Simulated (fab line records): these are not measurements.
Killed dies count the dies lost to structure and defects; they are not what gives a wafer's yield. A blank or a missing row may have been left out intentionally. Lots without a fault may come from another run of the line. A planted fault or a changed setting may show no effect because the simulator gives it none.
Lot-split experiment :: flow gf180mcu :: 23 wafers read across 5 lots, on a route 602 steps long

## THE SPLIT
At GF_VT_IMPLANT_IMPLANT_08, the setting energy-kev was moved away from the recipe's 20 on 8 of the 23 wafers read, by -4.6% to +5.2%. This setting was run at the recipe's value on the other wafers.

Reading taken at the split's own step.

## THE READING
In nm, at GF_VT_IMPLANT_IMPLANT_08: implant.drp-nm, which is the simulator's own figure and was read by no gauge. There is no usual value for it anywhere in the file.

wafer: L074.1
tool, chamber at the split: implanter-04, 0
energy-kev as run: 20
against the recipe: recipe
implant.drp-nm, nm: 9.752
against lot-mates on the recipe: -

wafer: L074.2
tool, chamber at the split: implanter-04, 0
energy-kev as run: 20
against the recipe: recipe
implant.drp-nm, nm: 9.752
against lot-mates on the recipe: -

wafer: L074.6
tool, chamber at the split: implanter-04, 0
energy-kev as run: 20
against the recipe: recipe
implant.drp-nm, nm: 9.752
against lot-mates on the recipe: -

wafer: L076.1
tool, chamber at the split: implanter-04, 0
energy-kev as run: 21.05
against the recipe: +5.2%
implant.drp-nm, nm: 10.11
against lot-mates on the recipe: +0.358

wafer: L076.6
tool, chamber at the split: implanter-04, 0
energy-kev as run: 21.05
against the recipe: +5.2%
implant.drp-nm, nm: 10.11
against lot-mates on the recipe: +0.358

wafer: L076.2
tool, chamber at the split: implanter-04, 0
energy-kev as run: 20
against the recipe: recipe
implant.drp-nm, nm: 9.752
against lot-mates on the recipe: -

wafer: L076.4
tool, chamber at the split: implanter-04, 0
energy-kev as run: 20
against the recipe: recipe
implant.drp-nm, nm: 9.752
against lot-mates on the recipe: -

wafer: L076.5
tool, chamber at the split: implanter-04, 0
energy-kev as run: 20
against the recipe: recipe
implant.drp-nm, nm: 9.752
against lot-mates on the recipe: -

wafer: L077.1
tool, chamber at the split: implanter-03, 0
energy-kev as run: 20
against the recipe: recipe
implant.drp-nm, nm: 9.752
against lot-mates on the recipe: -

wafer: L077.2
tool, chamber at the split: implanter-03, 0
energy-kev as run: 20
against the recipe: recipe
implant.drp-nm, nm: 9.752
against lot-mates on the recipe: -

wafer: L077.3
tool, chamber at the split: implanter-03, 0
energy-kev as run: 20
against the recipe: recipe
implant.drp-nm, nm: 9.752
against lot-mates on the recipe: -

wafer: L077.5
tool, chamber at the split: implanter-03, 0
energy-kev as run: 20
against the recipe: recipe
implant.drp-nm, nm: 9.752
against lot-mates on the recipe: -

wafer: L077.6
tool, chamber at the split: implanter-03, 0
energy-kev as run: 20
against the recipe: recipe
implant.drp-nm, nm: 9.752
against lot-mates on the recipe: -

wafer: L079.1
tool, chamber at the split: implanter-03, 0
energy-kev as run: 20
against the recipe: recipe
implant.drp-nm, nm: 9.752
against lot-mates on the recipe: -

wafer: L079.2
tool, chamber at the split: implanter-03, 0
energy-kev as run: 20
against the recipe: recipe
implant.drp-nm, nm: 9.752
against lot-mates on the recipe: -

wafer: L079.3
tool, chamber at the split: implanter-03, 0
energy-kev as run: 20.97
against the recipe: +4.8%
implant.drp-nm, nm: 10.08
against lot-mates on the recipe: +0.328

wafer: L079.4
tool, chamber at the split: implanter-03, 0
energy-kev as run: 20.97
against the recipe: +4.8%
implant.drp-nm, nm: 10.08
against lot-mates on the recipe: +0.328

wafer: L079.5
tool, chamber at the split: implanter-03, 0
energy-kev as run: 20.97
against the recipe: +4.8%
implant.drp-nm, nm: 10.08
against lot-mates on the recipe: +0.328

wafer: L080.1
tool, chamber at the split: implanter-03, 0
energy-kev as run: 19.07
against the recipe: -4.6%
implant.drp-nm, nm: 9.431
against lot-mates on the recipe: -0.321

wafer: L080.4
tool, chamber at the split: implanter-03, 0
energy-kev as run: 19.07
against the recipe: -4.6%
implant.drp-nm, nm: 9.431
against lot-mates on the recipe: -0.321

wafer: L080.5
tool, chamber at the split: implanter-03, 0
energy-kev as run: 19.07
against the recipe: -4.6%
implant.drp-nm, nm: 9.431
against lot-mates on the recipe: -0.321

wafer: L080.2
tool, chamber at the split: implanter-03, 0
energy-kev as run: 20
against the recipe: recipe
implant.drp-nm, nm: 9.752
against lot-mates on the recipe: -

wafer: L080.6
tool, chamber at the split: implanter-03, 0
energy-kev as run: 20
against the recipe: recipe
implant.drp-nm, nm: 9.752
against lot-mates on the recipe: -

THE FIT
A straight line over all 23 wafers: implant.drp-nm changes by +0.0683 nm for each +1% of energy-kev; r = +1.00; the points scatter about the line by 0.0015 nm.
The same after taking each lot's own level away (the mean of its wafers on the recipe; 23 wafers): +0.0683 nm for each +1%; r = +1.00; scatter 0.0015 nm.
On that fit, the largest move of energy-kev shifts the reading by 0.36 nm.
The lots' own levels span 9.7520 to 9.7520 nm.
Consequently the slope shifts little with the lot-to-lot level, the two slopes agreeing.
Check: for one of the wafers moved furthest among these (+5.2%), held out of the fit, the line's prediction against its lot-mates is +0.358 nm. Against them it came out at +0.358 nm.

## OTHER SPLITS ON THESE WAFERS
Other splits were also applied to these wafers ahead of the reading. Each is held against what the fit with the lots' levels taken away leaves over:
other split on the same wafers: GF_STI_ETCH_13 source-w
wafers away from the commonest value: 11
r with implant.drp-nm (lot level and that fit taken away): +0.22

other split on the same wafers: GF_STI_CVD_23 sih4-flow-sccm
wafers away from the commonest value: 6
r with implant.drp-nm (lot level and that fit taken away): -0.24

other split on the same wafers: GF_NWELL_SOFTBAKE_03 temp-c
wafers away from the commonest value: 9
r with implant.drp-nm (lot level and that fit taken away): +0.01

other split on the same wafers: GF_MVPSD_COAT_02 spin-rpm
wafers away from the commonest value: 8
r with implant.drp-nm (lot level and that fit taken away): -0.03

## THE WHOLE CHAIN: every reading that the file lists as answering this split, in the file's order
step: GF_VT_IMPLANT_IMPLANT_08
what it does: 
reading: implant.rp-nm (the simulator's own value, which no gauge read)
change (the file's fit): +0.134 nm for each +1% of the setting
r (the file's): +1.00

step: GF_VT_IMPLANT_IMPLANT_08
what it does: 
reading: implant.drp-nm (the simulator's own value, which no gauge read)
change (the file's fit): +0.0683 nm for each +1% of the setting
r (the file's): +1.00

## THE FILE'S OWN FIT
implant.drp-nm changes by +0.0683 nm for each +1% of energy-kev, r = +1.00.
